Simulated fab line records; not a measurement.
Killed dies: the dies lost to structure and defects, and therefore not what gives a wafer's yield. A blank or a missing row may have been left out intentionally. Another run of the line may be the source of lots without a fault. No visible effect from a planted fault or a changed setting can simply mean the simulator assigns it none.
Split-lot experiment || flow gf180mcu || on a route of 602 steps: 5 lots, 23 wafers read

THE SPLIT ITSELF
At GF_LVPWELL_IMPLANT_09, the setting energy_kev was moved away from the recipe's 60 on 6 of the 23 wafers read, by -5.0% to +4.8%. The other wafers ran this setting at the recipe's value.

The split's own step is where the reading is taken.

THE READING
implant.drp_nm (the simulator's own value, which no gauge read), in nm, at GF_LVPWELL_IMPLANT_09. No usual value for it is given in the file.

{"wafer": "L074.2", "tool, chamber at the split": "implanter-01, 0", "energy_kev as run": 60, "against the recipe": "recipe", "implant.drp_nm, nm": 64.53, "against lot-mates on the recipe": "-"}
{"wafer": "L074.3", "tool, chamber at the split": "implanter-01, 0", "energy_kev as run": 60, "against the recipe": "recipe", "implant.drp_nm, nm": 64.53, "against lot-mates on the recipe": "-"}
{"wafer": "L074.4", "tool, chamber at the split": "implanter-01, 0", "energy_kev as run": 60, "against the recipe": "recipe", "implant.drp_nm, nm": 64.53, "against lot-mates on the recipe": "-"}
{"wafer": "L074.5", "tool, chamber at the split": "implanter-01, 0", "energy_kev as run": 60, "against the recipe": "recipe", "implant.drp_nm, nm": 64.53, "against lot-mates on the recipe": "-"}
{"wafer": "L074.6", "tool, chamber at the split": "implanter-01, 0", "energy_kev as run": 60, "against the recipe": "recipe", "implant.drp_nm, nm": 64.53, "against lot-mates on the recipe": "-"}
{"wafer": "L078.1", "tool, chamber at the split": "implanter-02, 0", "energy_kev as run": 56.99, "against the recipe": "-5.0%", "implant.drp_nm, nm": 62.78, "against lot-mates on the recipe": -1.75}
{"wafer": "L078.4", "tool, chamber at the split": "implanter-02, 0", "energy_kev as run": 56.99, "against the recipe": "-5.0%", "implant.drp_nm, nm": 62.78, "against lot-mates on the recipe": -1.75}
{"wafer": "L078.6", "tool, chamber at the split": "implanter-02, 0", "energy_kev as run": 56.99, "against the recipe": "-5.0%", "implant.drp_nm, nm": 62.78, "against lot-mates on the recipe": -1.75}
{"wafer": "L078.2", "tool, chamber at the split": "implanter-02, 0", "energy_kev as run": 60, "against the recipe": "recipe", "implant.drp_nm, nm": 64.53, "against lot-mates on the recipe": "-"}
{"wafer": "L078.5", "tool, chamber at the split": "implanter-02, 0", "energy_kev as run": 60, "against the recipe": "recipe", "implant.drp_nm, nm": 64.53, "against lot-mates on the recipe": "-"}
{"wafer": "L082.2", "tool, chamber at the split": "implanter-01, 0", "energy_kev as run": 60, "against the recipe": "recipe", "implant.drp_nm, nm": 64.53, "against lot-mates on the recipe": "-"}
{"wafer": "L082.3", "tool, chamber at the split": "implanter-01, 0", "energy_kev as run": 60, "against the recipe": "recipe", "implant.drp_nm, nm": 64.53, "against lot-mates on the recipe": "-"}
{"wafer": "L082.4", "tool, chamber at the split": "implanter-01, 0", "energy_kev as run": 60, "against the recipe": "recipe", "implant.drp_nm, nm": 64.53, "against lot-mates on the recipe": "-"}
{"wafer": "L084.1", "tool, chamber at the split": "implanter-03, 0", "energy_kev as run": 62.89, "against the recipe": "+4.8%", "implant.drp_nm, nm": 66.13, "against lot-mates on the recipe": "+1.60"}
{"wafer": "L084.3", "tool, chamber at the split": "implanter-03, 0", "energy_kev as run": 62.89, "against the recipe": "+4.8%", "implant.drp_nm, nm": 66.13, "against lot-mates on the recipe": "+1.60"}
{"wafer": "L084.4", "tool, chamber at the split": "implanter-03, 0", "energy_kev as run": 62.89, "against the recipe": "+4.8%", "implant.drp_nm, nm": 66.13, "against lot-mates on the recipe": "+1.60"}
{"wafer": "L084.2", "tool, chamber at the split": "implanter-03, 0", "energy_kev as run": 60, "against the recipe": "recipe", "implant.drp_nm, nm": 64.53, "against lot-mates on the recipe": "-"}
{"wafer": "L084.6", "tool, chamber at the split": "implanter-03, 0", "energy_kev as run": 60, "against the recipe": "recipe", "implant.drp_nm, nm": 64.53, "against lot-mates on the recipe": "-"}
{"wafer": "L085.1", "tool, chamber at the split": "implanter-03, 0", "energy_kev as run": 60, "against the recipe": "recipe", "implant.drp_nm, nm": 64.53, "against lot-mates on the recipe": "-"}
{"wafer": "L085.3", "tool, chamber at the split": "implanter-03, 0", "energy_kev as run": 60, "against the recipe": "recipe", "implant.drp_nm, nm": 64.53, "against lot-mates on the recipe": "-"}
{"wafer": "L085.4", "tool, chamber at the split": "implanter-03, 0", "energy_kev as run": 60, "against the recipe": "recipe", "implant.drp_nm, nm": 64.53, "against lot-mates on the recipe": "-"}
{"wafer": "L085.5", "tool, chamber at the split": "implanter-03, 0", "energy_kev as run": 60, "against the recipe": "recipe", "implant.drp_nm, nm": 64.53, "against lot-mates on the recipe": "-"}
{"wafer": "L085.6", "tool, chamber at the split": "implanter-03, 0", "energy_kev as run": 60, "against the recipe": "recipe", "implant.drp_nm, nm": 64.53, "against lot-mates on the recipe": "-"}

THE FIT
A straight line over all 23 wafers: implant.drp_nm changes by +0.341 nm for each +1% of energy_kev; r = +1.00; the points scatter about the line by 0.019 nm.
The same after taking each lot's own level away (the mean of its wafers on the recipe; 23 wafers): +0.341 nm for each +1%; r = +1.00; scatter 0.019 nm.
That fit puts the effect of the largest move of energy_kev on the reading at 1.7 nm.
The lots' own levels span 64.530 to 64.530 nm.
The two slopes agree, so the slope changes little with the lot-to-lot level.
Check: -1.71 nm against its lot-mates is what the line predicts for one of the wafers moved furthest among these (-5.0%) when that wafer is left out of the fit. It came out at -1.75 nm against them.

THESE WAFERS: OTHER SPLITS
Before the reading, these wafers also passed through other splits. Each is held against what the fit with the lots' levels taken away leaves over:
{"other split on the same wafers": "GF_STI_OXIDATION_01 temp_c", "wafers away from the commonest value": 18, "r with implant.drp_nm (lot level and that fit taken away)": "+0.11"}
{"other split on the same wafers": "GF_STI_WET_ETCH_28 temp_c", "wafers away from the commonest value": 15, "r with implant.drp_nm (lot level and that fit taken away)": -0.09}
{"other split on the same wafers": "GF_DNWELL_COAT_02 spin_rpm", "wafers away from the commonest value": 4, "r with implant.drp_nm (lot level and that fit taken away)": -0.02}

THE WHOLE CHAIN: every reading that the file lists as answering this split, in the file's order
{"step": "GF_LVPWELL_IMPLANT_09", "what it does": "", "reading": "implant.rp_nm (the simulator's own value, which no gauge read)", "change (the file's fit)": "+2.09 nm for each +1% of the setting", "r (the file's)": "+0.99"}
{"step": "GF_LVPWELL_IMPLANT_09", "what it does": "", "reading": "implant.drp_nm (the simulator's own value, which no gauge read)", "change (the file's fit)": "+0.341 nm for each +1% of the setting", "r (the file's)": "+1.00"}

THE FILE'S OWN FIT
implant.drp_nm changes by +0.341 nm for each +1% of energy_kev, r = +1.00.
